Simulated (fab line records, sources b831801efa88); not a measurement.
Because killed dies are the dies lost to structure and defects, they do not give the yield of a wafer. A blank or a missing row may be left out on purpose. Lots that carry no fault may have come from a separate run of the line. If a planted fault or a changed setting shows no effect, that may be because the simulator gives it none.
Code-filled problem report in 8D (eight disciplines) form + flow gf180mcu + the parts of the form that need people (team, actions taken, sign-off) are left out

## 1. WHAT IS WRONG
Wafers without a fault read 217 s, standard deviation 4; run-length-s at GF_STI_WET_ETCH_26 reads a mean of 50 s on 6 wafers belonging to 2 lots. Relative to the usual mean, that is a shift of -42 standard deviations.
The step: etches SiO2 in dHF, target depth 94 nm, time 188 s.
First observed at day 3 06:07: wafer L612.3, on wet-bench-03. The record has a number at this step for 18 wafers belonging to 6 lots. By rule, "out" or "out of limits" means more than 4 standard deviations away from the usual mean. Any other wafer with a number is counted as sound.

## 2. WHAT IT IS, WHAT IT ISN'T
| question                    | is                     | is not                                                                         |
|-----------------------------|------------------------|--------------------------------------------------------------------------------|
| which readings at this step | run-length-s           | -                                                                              |
| which lots                  | L612, L615             | L607, L626, L628, L630                                                         |
| which wafers of those lots  | all that have a number | -                                                                              |
| read on which tools         | wet-bench-03           | wet-bench-01, wet-bench-04                                                     |
| when                        | from day 3 06:07       | up to then (3 sound wafers); but 9 sound wafers of L626, L628, L630 came after |

## 3. SUSPECTS, AND WHAT RULES EACH OUT
Counting: a tool stays on the suspect list if, at a process step up to the reading, it processed all lots that are out and no sound lot following the first of them.
- wet-bench-03 at GF_STI_WET_ETCH_26 (etches SiO2 in dHF, target depth 94 nm, time 188 s): ruled out as a lasting fault. Following L612 (day 3 06:07), the first lot on it that is out, the sound lots L630 were run on it.
Left after counting: nothing in the record.

## 4. THE CAUSE (what the simulator had put in)
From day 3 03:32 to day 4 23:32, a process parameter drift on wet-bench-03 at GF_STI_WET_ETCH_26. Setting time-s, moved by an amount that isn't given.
Counting ruled it out, wrongly.

## 5. THE EFFECT CHAIN, in route order
One row per reading whose mean, taken over the struck wafers that have a number, lies over 3 standard deviations from the usual. Readings are gone through only where the record gives a usual standard deviation; hours: the median, over the lots, of the time from a lot's start at the first step in this table giving one to that lot's start at this step; sigmas: the change measured in usual standard deviations.
| hours | step               | reading      | usual | on struck wafers | change | sigmas |
|-------|--------------------|--------------|-------|------------------|--------|--------|
| 0     | GF_STI_WET_ETCH_26 | run-length-s | 217 s | 50               | -167   | -42    |
It contains these process steps:
- GF_STI_WET_ETCH_26: etches SiO2 in dHF, target depth 94 nm, time 188 s.
At these later measuring or inspecting steps, every struck wafer for which the step has a row has a number for every such reading, and none has moved that far: GF_STI_THK_MEAS_30, GF_DNWELL_TW_MEAS_09, GF_NWELL_OVL_MEAS_07, GF_NWELL_TW_MEAS_11.

## 6. HOW IT WOULD HAVE BEEN CAUGHT EARLIER
In this record the first reading out of limits was taken at day 3 06:07, 3 hours after the fault began at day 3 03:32.
